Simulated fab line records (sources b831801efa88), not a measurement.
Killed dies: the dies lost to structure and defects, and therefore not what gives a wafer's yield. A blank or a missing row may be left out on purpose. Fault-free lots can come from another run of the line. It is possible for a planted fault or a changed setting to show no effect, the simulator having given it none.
8D (eight disciplines) problem report, filled in by code -- flow gf180mcu -- the parts of the form that need people (team, actions taken, sign-off) are left out

## 1. PROBLEM STATEMENT
At GF_NWELL_SOFTBAKE_03, plate_temp_C averages 106.22 C over 6 wafers from 2 lots, while fault-free wafers read 110.00 C, standard deviation 0.15. That puts it -25 standard deviations away from the usual mean.
The first sign was on wafer L692.3 at day 5 22:04, on litho_track-03. The record holds 36 wafers of 12 lots with a number at this step. The rule behind "out" and "out of limits": a value lying over 4 standard deviations away from the usual mean. All remaining wafers that have a number are taken as sound.

## 2. WHAT IT IS, AND WHAT IT ISN'T
question,is,is not
which readings at this step,"plate_temp_C, heater_power_total_W",-
which lots,"L692, L694","L680, L683, L684, L685, L695, L697, L698, L699, L701, L702"
which wafers of those lots,all that have a number,-
read on which tools,litho_track-03,"litho_track-02, litho_track-04"
when,from day 5 22:04,"up to then (12 sound wafers); but 18 sound wafers of L695, L697, L698, L699, L701, L702 came after"

## 3. THE SUSPECTS, EACH WITH WHAT RULES IT OUT
Counting: a tool stays on the suspect list if, at a process step up to the reading, it processed all lots that are out and no sound lot following the first of them.
- litho_track-03 at GF_NWELL_SOFTBAKE_03: kept. It processed each lot that is out, first L692 at day 5 22:04, and no sound lot thereafter; up to then, the last sound lot it processed was L684 at day 4 04:47. Its own readings are out on those wafers: heater_power_total_W, plate_temp_C.
The count leaves litho_track-03 at GF_NWELL_SOFTBAKE_03.

## 4. THE CAUSE (what the simulator had put in)
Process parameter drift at GF_NWELL_SOFTBAKE_03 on litho_track-03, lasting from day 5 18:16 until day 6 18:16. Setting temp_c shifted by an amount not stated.
After counting, this tool was the only one left.

## 5. SEQUENCE OF EFFECTS, ordered by route
Each row: a reading whose mean over the struck wafers that have a number lies more than 3 standard deviations from the usual. Scope: only readings with a usual standard deviation given in the record; hours: median across lots of the time from each lot's start at the first step in this table that gives one to its start at this step; sigmas: change in usual standard deviations.
hours,step,reading,usual,on struck wafers,change,sigmas
0,GF_NWELL_SOFTBAKE_03,heater_power_total_W,65.32 W,62.26,-3.06,-22
0,GF_NWELL_SOFTBAKE_03,plate_temp_C,110.00 C,106.22,-3.78,-25
8,GF_NWELL_STRIP_10,strip_time_to_endpoint_s,36.99 s,37.35,+0.36,+3.6
Its process steps:
- GF_NWELL_SOFTBAKE_03
- GF_NWELL_STRIP_10: strips in O2/N2.
Later steps that measure or inspect, where all struck wafers having a row at the step show a number for every such reading and not one has moved that far: GF_NSD_OVL_MEAS_08.

## 6. HOW IT WOULD HAVE BEEN CAUGHT EARLIER
First out-of-limits reading in this record: day 5 22:04, which is 4 hours after fault onset at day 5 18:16.
